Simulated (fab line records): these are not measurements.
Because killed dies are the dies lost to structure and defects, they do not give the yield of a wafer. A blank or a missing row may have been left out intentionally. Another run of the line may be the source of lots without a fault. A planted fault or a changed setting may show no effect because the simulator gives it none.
Which of the tools did it? :: flow sfq line :: 7 lots (21 wafers sampled), 1 step of a 325-step route

WHAT THE GAUGES READ, wafer by wafer
SFQ_I3_BOW_MEAS_922.
lot: L202
measured: day 40 12:38
on: film metro-04
I3_BOW (um): 1 0 17

lot: L205
measured: day 40 21:36
on: film metro-04
I3_BOW (um): 1 -3 -6

lot: L208
measured: day 41 09:16
on: film metro-03
I3_BOW (um): -8 2 -3

lot: L212
measured: day 42 22:35
on: film metro-04
I3_BOW (um): -9 6 -3

lot: L218
measured: day 45 04:30
on: film metro-02
I3_BOW (um): 15 12 6

lot: L221
measured: day 45 22:31
on: film metro-04
I3_BOW (um): 0 -6 -1

lot: L224
measured: day 47 17:40
on: film metro-03
I3_BOW (um): 5 0 10

EACH LOT AND THE TOOL THAT RAN IT (in order: tool; ch and the chambers of the sampled wafers; start)
Record: no process step prior to these readings.

THE ANSWER, worked out from the rows above alone
Rule: the usual values come from the lots themselves. Put in order of their means at a reading, lots are off if they are a third of the lots or fewer, leave a main group of 4 or more, and stand apart from it by a gap of 3 or more times the standard deviation of the main group's means; of several such gaps the widest counts. Not used: any main group whose means are identical at the precision the tables above print for the reading. A lot without any number at a reading at which 4 lots or more have one is off too. Any other lot the step has rows for is counted as sound.
No lot is off on any of the readings shown, so nothing can be concluded from this.

WHAT THE SIMULATOR PUT IN
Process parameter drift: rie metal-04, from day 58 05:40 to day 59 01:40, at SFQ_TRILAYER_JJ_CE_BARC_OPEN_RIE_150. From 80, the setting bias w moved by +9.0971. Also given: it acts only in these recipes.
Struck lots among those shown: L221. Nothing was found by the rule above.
